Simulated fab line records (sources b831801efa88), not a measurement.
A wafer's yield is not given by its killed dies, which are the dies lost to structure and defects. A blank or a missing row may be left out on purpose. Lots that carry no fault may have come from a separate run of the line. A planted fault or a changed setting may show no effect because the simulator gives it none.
A single fault, viewed from 2 desks | flow sky130 | every desk sees just its own numbers, and what lay behind them comes last

== THE TOOL OWNER'S DESK: pvdSputter-01 ==
The tool's own readings at SKY_METAL3_SPUTTER_02 (material AlCu, target thk 735 nm, time 39.1 s): means of the sampled wafers that have a number, for each lot that ran on this tool. Marked OUT: a lot whose mean sits more than 4 standard deviations from the usual mean, which makes it out of limits; the brackets give that distance.
Columns: A = cathodeDcPowerW at SKY_METAL3_SPUTTER_02, usual 10600 W; B = throttleValvePct at SKY_METAL3_SPUTTER_02, usual 30.0 %
lot  | first seen here | A               | B
L236 | day 36 15:20    | 10600           | 30.1
L237 | day 37 02:04    | 10598           | 30.1
L239 | day 38 07:10    | 10600           | 30.7
L241 | day 38 15:53    | 10462 (-69) OUT | 30.9
This desk's finding: out of limits on L241; first on L241, day 38 15:53 (cathodeDcPowerW at SKY_METAL3_SPUTTER_02). Within limits: L236, L237, L239.

== THE METROLOGY DESK ==
What the gauges read, lot by lot, whatever tool the lot ran on: means of the sampled wafers that have a number. Marked OUT: a lot whose mean sits more than 4 standard deviations from the usual mean, which makes it out of limits; the brackets give that distance.
Columns: A = VIA1_OVL at SKY_VIA1_OVL_MEAS_13, usual 0 nm
lot  | first seen here | A
L236 | day 34 06:06    | 8
L237 | day 34 17:54    | -5
L238 | day 34 23:32    | -7
L239 | day 35 22:40    | 2
L241 | day 36 07:52    | 3
L249 | day 39 07:46    | -1
L252 | day 39 13:09    | -5
L254 | day 39 23:55    | 3
L255 | day 39 23:56    | -11
L256 | day 40 17:15    | 5
L257 | day 41 00:46    | 4
This desk's finding: nothing out of limits on any of the 11 lots.

== PUT TOGETHER ==
The tool owner's desk had the chance to raise an alarm at day 38 15:53 on L241.
Metrology desk: nothing out of limits seen.
The metrology desk has L241 on record, within its limits.
On pvdSputter-01, each named lot ran SKY_METAL3_SPUTTER_02.

== WHAT HAD BEEN PUT IN BY THE SIMULATOR ==
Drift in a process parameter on pvdSputter-01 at SKY_METAL3_SPUTTER_02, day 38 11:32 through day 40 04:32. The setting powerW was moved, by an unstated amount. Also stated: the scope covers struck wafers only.
Lots struck among those shown: L241.
Delay in hours, fault start to first out-of-limits reading, by desk: the tool owner's desk at 4.
